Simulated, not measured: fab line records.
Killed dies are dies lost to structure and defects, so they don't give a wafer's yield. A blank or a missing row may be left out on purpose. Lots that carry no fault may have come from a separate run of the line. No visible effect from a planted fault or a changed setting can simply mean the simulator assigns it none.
Which of the tools did it? | flow sfqLine | 14 lots, 42 wafers sampled, at 1 step of a route of 325

== WHAT THE GAUGES READ, wafer by wafer ==
No reading from a measuring or inspecting step in the record can be judged against a usual standard deviation.

== WHICH TOOL RAN EACH LOT (tool, then ch and the chambers of the sampled wafers, then the start) ==
lot  | SFQ_TRILAYER_M1_LITHO_COAT_039
L358 | lithoTrack-03 ch 0, day 16 14:02
L359 | lithoTrack-01 ch 0, day 17 15:21
L360 | lithoTrack-04 ch 0, day 18 03:21
L361 | lithoTrack-01 ch 0, day 18 08:09
L362 | lithoTrack-04 ch 0, day 18 09:55
L363 | lithoTrack-03 ch 0, day 18 14:45
L367 | lithoTrack-01 ch 0, day 20 17:12
L369 | lithoTrack-01 ch 0, day 21 14:59
L374 | lithoTrack-01 ch 0, day 22 12:51
L375 | lithoTrack-01 ch 0, day 23 09:22
L376 | lithoTrack-04 ch 0, day 24 06:59
L377 | lithoTrack-01 ch 0, day 24 10:37
L378 | lithoTrack-03 ch 0, day 24 12:59
L380 | lithoTrack-03 ch 0, day 24 18:58
- SFQ_TRILAYER_M1_LITHO_COAT_039: resist thk 600 nm.

== AS READ BY THE TOOLS THEMSELVES (means over the sampled wafers that have a number; for cases with no such wafer, the mark the record gives instead) ==
SFQ_TRILAYER_M1_LITHO_COAT_039. Usual: spinSpeedRpm 3000.0 rpm, standard deviation 2.1.
lot  | tool          | spinSpeedRpm (rpm) | flag
L358 | lithoTrack-03 | 3000.7             | 
L359 | lithoTrack-01 | 2999.6             | 
L360 | lithoTrack-04 | 2998.6             | 
L361 | lithoTrack-01 | 3001.7             | 
L362 | lithoTrack-04 | 3001.3             | 
L363 | lithoTrack-03 | 3000.3             | 
L367 | lithoTrack-01 | 2999.0             | 
L369 | lithoTrack-01 | 3000.9             | 
L374 | lithoTrack-01 | 3001.9             | 
L375 | lithoTrack-01 | 1976.3             | OFF
L376 | lithoTrack-04 | 3000.2             | 
L377 | lithoTrack-01 | 1976.2             | OFF
L378 | lithoTrack-03 | 3001.8             | 
L380 | lithoTrack-03 | 2999.4             | 

== THE ANSWER, worked out from the rows above alone ==
Rule: a lot is off if the mean of its wafers that have a number lies more than 3 standard deviations from the usual mean. A lot without any number at a reading at which 4 lots or more have one is off too. Any other lot the step has rows for is counted as sound. After the gauges, taken in route order, come the tools' own readings; for these a lot's mean is taken, as printed above. At the first step where some lot is off, the reading lying furthest off is the one used; lots without a number count as furthest.
Off at SFQ_TRILAYER_M1_LITHO_COAT_039 (spinSpeedRpm): L375, L377.
If a tool, at that step or one of the process steps before it, ran each lot that is off and ran no sound lot following the first of them, it fits. One fits: SFQ_TRILAYER_M1_LITHO_COAT_039 on lithoTrack-01. A fault onset in the window from L374 (day 22 12:51, its last sound lot) to L375 (day 23 09:22, its first lot off) fits.
The tool's own readings at SFQ_TRILAYER_M1_LITHO_COAT_039 bear it out: on the lots that are off they differ by more than 5 times the standard deviation of the sound lots' means. spinSpeedRpm reads 1976.2 rpm there against 3000.4 rpm on the sound lots.

== WHAT THE SIMULATOR HAD PUT IN ==
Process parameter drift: lithoTrack-01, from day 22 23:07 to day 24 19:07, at SFQ_TRILAYER_M1_LITHO_COAT_039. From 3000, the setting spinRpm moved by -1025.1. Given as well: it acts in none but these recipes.
Shown lots that were struck: L375, L377. Same finding as the rule above.
